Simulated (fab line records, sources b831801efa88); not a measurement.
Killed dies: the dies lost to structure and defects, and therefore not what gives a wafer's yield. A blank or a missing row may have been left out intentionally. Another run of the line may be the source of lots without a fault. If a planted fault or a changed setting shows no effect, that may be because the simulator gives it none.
fab line records	flow sky130
record lots=5	wafers=15	lastDay=50
route steps=708 shown VIA2@509 PAD_OPEN@708
lots untouched by any fault: they come from a run of this same line in which no faults occurred
startH: hours from the record's opening day to when the first of the lot's shown wafers began	waitH: how many hours have passed since the lot's step before this one	" identical to the entry in the row above	L1.1+2: a single row standing in for several wafers	- no value, or no start given	* or withheld: withheld	< > ~ a bound
route shown NAME@n: a module of which the file shows steps, and the number in the route of the first	usual: the fault-free wafers' mean and standard deviation	same: alike in all rows	chamber/n: place in a boat	sites: each site's reading	_std_site: how widely they spread, as a standard deviation	_edge_site: the outer-site mean with the inner-site mean subtracted	radiusMm: for every site, how far away it sits from the centre of the wafer	mask NAME#n: copy n	behind: the most recent tool/chamber to have shaped the wafer	hold: why the lot went on hold/how many hours it stayed there/how the hold came to an end	device: the n, p or np transistor that did not switch	end of line: at the end of the route, the tests of the same wafers	a step without rows: its recipe alone	killed: the dies lost at the first sort to structure and to defects; this is not the yield of the wafer	map: a wafer's dies, x killed, . not, _ none there
set.NAME: the setting the step ran with; set.NAME@STEP: the setting that earlier step ran with	model.NAME: the simulator's own value behind a step, which no gauge read
lots at selected steps of the route; one table per step, one row per wafer
services: a tool's chamber out of use, with start hour (startH, from the record's first day; less than 0 if before it), hours out, and reason
## steps
# step SKY_VIA2_CMP_02
# recipe material=SiO2	downForcePsi=4	platenRpm=60	padVelocityMS=0.94248
# usual edgeZonePressureFrac=1.000/0.0052	motorCurrentA=12.7/1.4
lot.wafer	tool	chamber	startH	waitH	edgeZonePressureFrac	motorCurrentA
L280.1	cmp-02	3	841.79	0.1	1.000	10.8
L280.4	"	0	"	"	0.999	14.0
L280.5	"	1	"	"	0.998	12.1
L286.2	cmp-01	1	884.19	0.1	0.991	12.7
L286.1	"	3	"	"	0.989	12.3
L286.5	"	1	"	"	0.993	12.2
L293.4	cmp-01	0	932.84	0.0	1.001	14.2
L293.1	"	1	"	"	0.999	12.3
L293.3	"	3	"	"	1.002	12.2
L295.4	cmp-01	1	945.52	0.1	1.003	12.7
L295.3	"	3	"	"	0.999	11.4
L295.5	"	0	"	"	0.997	15.1
L301.1	cmp-02	3	1000.66	0.1	1.014	10.7
L301.2	"	1	"	"	1.005	12.7
L301.3	"	2	"	"	1.000	11.5
# step SKY_VIA2_BOW_MEAS_03
# recipe mode=bow
# usual VIA2_BOW=85/8.2
lot.wafer	tool	chamber	startH	waitH	VIA2_BOW[um]
L280.1	filmMetro-01	-	841.99	0.1	105
L280.4	"	-	"	"	93
L280.5	"	-	"	"	102
L286.1	filmMetro-01	-	884.44	0.1	88
L286.2	"	-	"	"	83
L286.5	"	-	"	"	93
L293.1	filmMetro-01	-	933.14	0.2	97
L293.3	"	-	"	"	86
L293.4	"	-	"	"	91
L295.3	filmMetro-02	-	945.81	0.1	88
L295.4	"	-	"	"	89
L295.5	"	-	"	"	84
L301.1	filmMetro-02	-	1000.96	0.2	71
L301.2	"	-	"	"	82
L301.3	"	-	"	"	83
# step SKY_VIA2_DEHYDRATE_04
# recipe tempC=200	timeS=60
# step SKY_VIA2_HMDS_05
# recipe primeTimeS=60	primeTempC=120
# step SKY_VIA2_COAT_06
# recipe resist=BARC	tempC=withheld	timeS=withheld	spinRpm=3000	resistThkNm=60
# step SKY_VIA2_COAT_07
# recipe resist=KrF-thick	spinRpm=3000	resistThkNm=450
# step SKY_VIA2_SOFTBAKE_08
# recipe tempC=100	timeS=90	resist=KrF-thick
# step SKY_VIA2_EXPOSE_09
# recipe maskId=VIM2	na=0.8	sourceShape=annular	sigmaInner=0.55	sigmaOuter=0.85	targetCdNm=200	doseMj=38
# step SKY_VIA2_PEB_10
# recipe pebTempC=withheld	pebTimeS=withheld	resist=KrF-thick
# step SKY_VIA2_DEVELOP_11
# recipe developTimeS=60	resist=KrF-thick	devTempC=21
# step SKY_VIA2_CD_MEAS_12
# recipe targetCdNm=200
# usual cdNm=200.0/1.4
lot.wafer	tool	chamber	startH	waitH	cdNm
L280.1	cdSem-02	-	868.47	-	200.5
L280.4	"	-	"	"	201.0
L280.5	"	-	"	"	200.2
L286.1	cdSem-02	-	910.28	-	201.8
L286.2	"	-	"	"	201.5
L286.5	"	-	"	"	200.7
L293.1	cdSem-01	-	957.43	-	198.3
L293.3	"	-	"	"	199.4
L293.4	"	-	"	"	199.3
L295.3	cdSem-02	-	969.98	-	200.5
L295.4	"	-	"	"	198.4
L295.5	"	-	"	"	199.1
L301.1	cdSem-01	-	1024.29	-	200.2
L301.2	"	-	"	"	200.7
L301.3	"	-	"	"	199.8
# step SKY_VIA2_OVL_MEAS_13
# usual VIA2_OVL=-3/4.8
lot.wafer	tool	chamber	startH	waitH	VIA2_OVL[nm]
L280.1	overlay-01	-	868.59	0.1	-4
L280.4	"	-	"	"	-8
L280.5	"	-	"	"	2
L286.1	overlay-01	-	910.40	0.1	9
L286.2	"	-	"	"	0
L286.5	"	-	"	"	5
L293.1	overlay-01	-	957.55	0.1	0
L293.3	"	-	"	"	-2
L293.4	"	-	"	"	-2
L295.3	overlay-01	-	970.07	0.1	5
L295.4	"	-	"	"	-1
L295.5	"	-	"	"	-3
L301.1	overlay-02	-	1024.41	0.1	-6
L301.2	"	-	"	"	-3
L301.3	"	-	"	"	-1
# step SKY_VIA2_ETCH_14
# recipe chemistry=N2/H2	target=BARC	ionEnergyEv=200	sourceW=500	biasW=100	pressureMtorr=30	n2FlowSccm=100	h2FlowSccm=200	stopOn=SiO2	timeS=45.9	targetDepthA=600
# usual drypumpMotorCurrentA=5.5/0.53	oesProductAu=0.855/0.0046	throttleValvePct=13.224/0.0088
lot.wafer	tool	chamber	startH	waitH	drypumpMotorCurrentA	oesProductAu	rfHoursCounterH	throttleValvePct	model.KrF-thick_of_VIA2_COAT_07.thkNm
L280.1	rieDiel-01	3	868.63	0.0	6.0	0.856	17	13.232	394.3
L280.4	"	0	"	"	5.1	0.857	8	13.220	393.3
L280.5	"	0	"	"	5.1	0.858	-	13.230	393
L286.1	rieDiel-02	2	910.43	0.0	5.3	0.847	17	13.219	391.7
L286.2	"	3	"	"	5.2	0.850	6	13.244	392.7
L286.5	"	0	"	"	5.1	0.848	-	13.212	393.6
L293.1	rieDiel-01	3	957.58	0.0	6.1	0.855	20	13.210	393
L293.3	"	1	"	"	6.5	0.858	21	13.213	391.8
L293.4	"	2	"	"	5.3	0.855	-	13.231	391
L295.3	rieDiel-02	1	970.10	0.0	6.3	0.853	12	13.219	403.3
L295.4	"	0	"	"	5.1	0.853	23	13.236	402.6
L295.5	"	0	"	"	5.1	0.848	-	13.225	403.8
L301.1	rieDiel-01	1	1024.45	0.0	6.4	0.853	23	13.227	392.9
L301.2	"	0	"	"	5.1	0.851	12	13.213	394.4
L301.3	"	3	"	"	6.1	0.852	22	13.208	395.2
# step SKY_VIA2_ETCH_15
# recipe target=SiO2	chemistry=C4F8/O2/Ar	targetDepthNm=546	stopOn=TiN	maskMaterial=KrF-thick	sourceW=1500	biasW=1200	pressureMtorr=40	c4f8FlowSccm=withheld	O2_flow_sccm=6	Ar_flow_sccm=300	timeS=84
# usual oesProductAu=0.939/0.0049
lot.wafer	tool	chamber	startH	waitH	oesProductAu	rfHoursCounterH	model.KrF-thick_of_VIA2_COAT_07.thkNm
L280.1	rieDiel-01	3	868.67	0.0	0.934	18	288.5
L280.4	"	0	"	"	0.944	8	285.1
L280.5	"	0	"	"	0.935	-	284.1
L286.1	rieDiel-02	2	910.47	0.0	0.924	17	277.1
L286.2	"	3	"	"	0.941	6	281.5
L286.5	"	0	"	"	0.937	-	285.4
L293.1	rieDiel-01	3	957.62	0.0	0.937	20	287.7
L293.3	"	1	"	"	0.935	21	284.4
L293.4	"	2	"	"	0.930	-	278.7
L295.3	rieDiel-02	1	970.14	0.0	0.943	12	293.7
L295.4	"	0	"	"	0.922	23	293.7
L295.5	"	0	"	"	0.911	-	296.4
L301.1	rieDiel-01	1	1024.49	0.0	0.937	23	282.9
L301.2	"	0	"	"	0.947	12	285.5
L301.3	"	3	"	"	0.939	22	288.9
# step SKY_VIA2_STRIP_16
# recipe chemistry=O2/N2	powerW=1400	pressureMtorr=1500	platenTempC=withheld	o2FlowSccm=3000	n2FlowSccm=300	overashFraction=0.5
# usual drypumpMotorCurrentA=6.0/0.54	oesProductAu=0.398/0.005	stripTimeToEndpointS=4.04/0.035
lot.wafer	tool	chamber	startH	waitH	drypumpMotorCurrentA	oesProductAu	rfHoursCounterH	stripTimeToEndpointS
L280.1	plasmaAsher-04	1	868.74	0.0	5.8	0.412	13	4.10
L280.4	"	1	"	"	5.8	0.403	-	4.08
L280.5	"	0	"	"	6.6	0.401	-	4.04
L286.1	plasmaAsher-04	1	910.54	0.0	5.8	0.392	16	3.97
L286.2	"	0	"	"	6.6	0.399	16	4.01
L286.5	"	1	"	"	5.8	0.405	-	4.05
L293.1	plasmaAsher-04	1	957.69	0.0	5.8	0.398	21	4.10
L293.3	"	0	"	"	6.6	0.405	-	4.05
L293.4	"	1	"	"	5.8	0.394	-	4.01
L295.3	plasmaAsher-01	1	970.23	0.1	5.9	0.402	-	4.17
L295.4	"	0	"	"	6.6	0.400	-	4.16
L295.5	"	1	"	"	5.8	0.397	-	4.18
L301.1	plasmaAsher-04	0	1024.55	0.0	6.6	0.393	28	4.04
L301.2	"	1	"	"	5.8	0.395	28	4.07
L301.3	"	0	"	"	6.6	0.403	-	4.09
# step SKY_VIA2_STRIP_17
# recipe chemistry=postEtchResidueRemover	timeS=1200	tempC=72.5
# step SKY_PAD_OPEN_PROBE_99
lot.wafer	tool	chamber	startH	waitH	hold	model.etest.via2Chain.rcOhm
L280.1	prober-02	-	1094.17	0.1	-	10.92
L280.4	prober-02	-	1094.32	0.2	-	10.36
L280.5	prober-02	-	1094.37	0.2	-	10.76
L286.1	prober-02	-	1128.08	0.1	-	10.26
L286.2	prober-02	-	1128.13	0.1	-	10.1
L286.5	prober-02	-	1128.28	0.2	-	9.968
L293.1	prober-02	-	1164.71	0.1	-	9.889
L293.3	prober-02	-	1164.81	0.2	-	9.284
L293.4	prober-02	-	1164.86	0.2	-	9.822
L295.3	prober-02	-	1173.04	0.2	awaitDispo/1.9h/release	9.713
L295.4	prober-02	-	1173.09	0.2	awaitDispo/1.9h/release	12.26
L295.5	prober-02	-	1173.14	0.2	awaitDispo/1.9h/release	11.02
L301.1	prober-02	-	1211.64	0.1	-	10.08
L301.2	prober-02	-	1211.69	0.1	-	9.979
L301.3	prober-02	-	1211.74	0.2	-	10.55
# killed by level:class
L280.1 LI_CONTACT:geometricParticle:open=8 VIA1:geometricParticle:open=8 CONTACT:geometricParticle:open=7 VIA2:geometricParticle:open=6 VIA1:geometricParticle:short=6 METAL2:geometricParticle:short=6 FIELD_ISO:geometricParticle:short=5 VIA2:geometricParticle:short=5
L280.4 CONTACT:geometricParticle:short=12 LI_CONTACT:geometricParticle:open=9 VIA1:geometricParticle:open=6 FIELD_ISO:geometricParticle:short=5 METAL2:geometricParticle:short=5 CONTACT:geometricParticle:open=5 VIA2:geometricParticle:open=5 VIA1:geometricParticle:short=4
L280.5 CONTACT:geometricParticle:open=21 VIA1:geometricParticle:open=9 METAL1:geometricParticle:short=8 VIA2:geometricParticle:open=8 VIA3:geometricParticle:open=7 CONTACT:geometricParticle:short=7 LI_CONTACT:geometricParticle:open=6 VIA1:geometricParticle:short=6
L286.1 VIA1:geometricParticle:open=10 VIA3:geometricParticle:open=7 CONTACT:geometricParticle:open=6 LI_CONTACT:geometricParticle:open=5 VIA2:geometricParticle:open=4 CONTACT:geometricParticle:short=4 POLY_GATE:geometricParticle:short=3 LOCAL_INTERCONNECT:geometricParticle:short=3
L286.2 VIA1:geometricParticle:open=15 CONTACT:geometricParticle:open=14 FIELD_ISO:geometricParticle:open=10 METAL2:geometricParticle:short=6 FIELD_ISO:geometricParticle:short=5 VIA3:geometricParticle:open=5 VIA3:geometricParticle:short=5 METAL3:geometricParticle:short=5
L286.5 CONTACT:geometricParticle:open=8 LI_CONTACT:geometricParticle:open=6 VIA2:geometricParticle:open=6 VIA3:geometricParticle:open=6 VIA1:geometricParticle:open=5 FIELD_ISO:geometricParticle:short=4 CONTACT:geometricParticle:short=4 METAL2:geometricParticle:short=4
L293.1 CONTACT:geometricParticle:short=7 VIA1:geometricParticle:open=7 LI_CONTACT:geometricParticle:open=7 METAL2:geometricParticle:short=7 VIA2:geometricParticle:open=7 FIELD_ISO:geometricParticle:short=6 VIA3:geometricParticle:open=5 SPACER:geometricParticle:short=4
L293.3 VIA1:geometricParticle:open=10 CONTACT:geometricParticle:open=9 METAL2:geometricParticle:short=8 LI_CONTACT:geometricParticle:open=6 CONTACT:geometricParticle:short=6 VIA3:geometricParticle:open=6 LI_CONTACT:geometricParticle:short=5 METAL1:geometricParticle:short=5
L293.4 CONTACT:geometricParticle:open=14 VIA1:geometricParticle:open=9 FIELD_ISO:geometricParticle:short=8 FIELD_ISO:geometricParticle:open=6 VIA3:geometricParticle:open=6 LI_CONTACT:geometricParticle:open=5 VIA2:geometricParticle:open=5 POLY_GATE:geometricParticle:short=4
L301.1 VIA1:geometricParticle:open=12 CONTACT:geometricParticle:open=12 METAL2:geometricParticle:short=9 VIA1:geometricParticle:short=8 LI_CONTACT:geometricParticle:open=6 VIA3:geometricParticle:open=6 VIA2:geometricParticle:open=5 CONTACT:geometricParticle:short=4
L301.2 VIA3:geometricParticle:open=14 VIA1:geometricParticle:open=10 VIA2:geometricParticle:open=9 CONTACT:geometricParticle:open=6 FIELD_ISO:geometricParticle:short=4 POLY_GATE:geometricParticle:open=4 LI_CONTACT:geometricParticle:open=4 METAL3:geometricParticle:short=4
L301.3 VIA1:geometricParticle:open=14 CONTACT:geometricParticle:open=8 FIELD_ISO:geometricParticle:short=7 LI_CONTACT:geometricParticle:open=7 METAL1:geometricParticle:short=6 VIA3:geometricParticle:open=6 CONTACT:geometricParticle:short=5 METAL2:geometricParticle:open=5
# map L286.2 (x killed, . not)
__________......x.x._________
________......x..x.x.._______
______....x........x...._____
_____xx..x............x..____
____x....xxx............x.___
___.x.x.........x.....xx...__
__........x..x.x..xx.x.x..xx_
_.x....x.x...................
_.........x.......x..x..x....
_..x...x..........xxx........
_...........xx..x.x..x.......
_x...x..xx..x...............x
_.......x........x..........x
_....x.......x.x...x.........
_..x..x....x..x........x..x.x
__......x.............x..xx._
___.xxxx..x..x......x.....x__
____x...x......xx..x......___
_____.x........x.....x...____
______...x..xxx......x.._____
________.......xxxxx.._______
__________.........._________
# map L301.1 (x killed, . not)
__________.........._________
________.....x..xx...._______
______....x..xxx........_____
_____.......x............____
____...x...xx......x.x....___
___x.x.....x......x......x.__
__....xx........x.xxx......._
_xxxx..x...........x.........
_...................x........
_x.......x..x.....x..........
_xx...................x......
_..x..x...x....x...x....x..x.
_....xx...x..x....xx.x...x...
_......x.xxxx....x........x..
_.x.x.....x.....x.x.x.......x
__.x.xx..x.....xxx.......x.._
___.x.....x.x.......x......__
____.....xxx....x.........___
_____...x....x..x..x..x.x____
______.x..........x....._____
________.............._______
__________........x._________
## services
tool	chamber	startH	hours	kind
cmp-02	-	828.95	2.5	repair
plasmaAsher-04	-	831.18	0.7	repair
cmp-01	-	841.28	1.0	repair
plasmaAsher-04	-	843.39	2.7	repair
cmp-02	-	912.00	4.0	pm
cmp-02	-	916.00	-	consumableReplace:conditioner
cmp-02	-	916.00	-	consumableReplace:pad
rieDiel-02	-	919.46	1.7	repair
rieDiel-02	1	934.92	3.7	repair
rieDiel-01	0	943.39	15.2	repair
cmp-01	-	976.73	1.0	repair
rieDiel-02	-	991.60	0.7	repair
rieDiel-02	-	995.46	2.2	repair
cmp-01	-	1007.65	2.8	repair
plasmaAsher-01	-	1015.86	9.2	repair
rieDiel-02	1	1022.27	7.2	repair
## key
firstSign step=SKY_VIA2_ETCH_15	reading=oesProductAu	direction=down	sigmas=2.8	usual=0.939	struck=0.925	wafersMoved=2
effect step=SKY_VIA2_STRIP_16	reading=stripTimeToEndpointS	direction=up	sigmas=3.6	usual=*	struck=*
effect step=SKY_PAD_OPEN_PROBE_99	reading=hold	direction=added
modelEffect step=SKY_VIA2_ETCH_14	value=KrF-thick_of_VIA2_COAT_07.thkNm	without=394.8	struck=403.2
modelEffect step=SKY_VIA2_ETCH_15	value=KrF-thick_of_VIA2_COAT_07.thkNm	without=286.2	struck=294.6
modelEffect step=SKY_PAD_OPEN_PROBE_99	value=etest.via2Chain.rcOhm	without=9.887	struck=11
metAt SKY_VIA2_ETCH_14
struckWafers L295.3,L295.4,L295.5
sortLeftOut L295.3,L295.4,L295.5
onsetBetween 910.43 970.10
alsoFits SKY_VIA2_CMP_02:cmp-01,SKY_VIA2_ETCH_15:rieDiel-02
fault kind=processParameterDrift	tool=rieDiel-02	chamber=-	onsetH=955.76	steps=SKY_VIA2_ETCH_14	channel=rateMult	offset=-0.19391	shape=step	endH=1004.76
# sortLeftOut: the simulated sort isn't trusted on such a fault, so these wafers' sort isn't shown, and their yield isn't known
